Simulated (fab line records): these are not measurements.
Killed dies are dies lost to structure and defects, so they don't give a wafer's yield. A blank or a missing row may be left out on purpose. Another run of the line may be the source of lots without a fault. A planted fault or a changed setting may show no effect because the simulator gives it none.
Chamber matching | flow gf180mcu | pecvd-03 running GF_PASSIVATION_CVD_02: 3 sister chambers
The step deposits Si3N4, target thk 700 nm, time 486.18 s. 6 wafers are shown with their chamber, then 7 later ones without.

EACH WAFER AND ITS CHAMBER
wafer  | chamber | heater power w (W)
L140.6 | 0       | 582
L142.1 | 2       | 847
L142.3 | 0       | 533
L142.5 | 1       | 788
L149.2 | 1       | 739
L149.3 | 2       | 717

WAFERS MISSING THEIR CHAMBER
wafer  | heater power w (W)
L149.6 | 793
L150.1 | 809
L150.2 | 868
L150.3 | 518
L152.3 | 731
L152.5 | 865
L152.6 | 794

CHAMBER TAKEN BY EACH
wafer  | from the rows above     | in truth
L149.6 | can't be placed: 2 or 1 | 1
L150.1 | can't be placed: 2 or 1 | 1
L150.2 | can't be placed: 2 or 1 | 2
L150.3 | 0                       | 0
L152.3 | can't be placed: 1 or 2 | 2
L152.5 | can't be placed: 2 or 1 | 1
L152.6 | can't be placed: 2 or 1 | 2
Placed correctly: 1 of 7. Not placeable from these rows: 6 (in 6, the candidates include the true chamber). Number placed wrongly: 0.
How it was worked out, from the rows above alone: a wafer's distance from a chamber is the root of the sum, over the readings, of the square of ((its reading less the chamber's mean) divided by the reading's scatter). The wafer belongs to the nearest chamber; if the next one is less than 2 further off, it can't be placed. The mean given for a chamber averages the wafers shown for that chamber. The scatter: take each reading less its chamber's mean, square it, sum over the shown wafers, divide by the number of wafers less the number of chambers, and take the root.
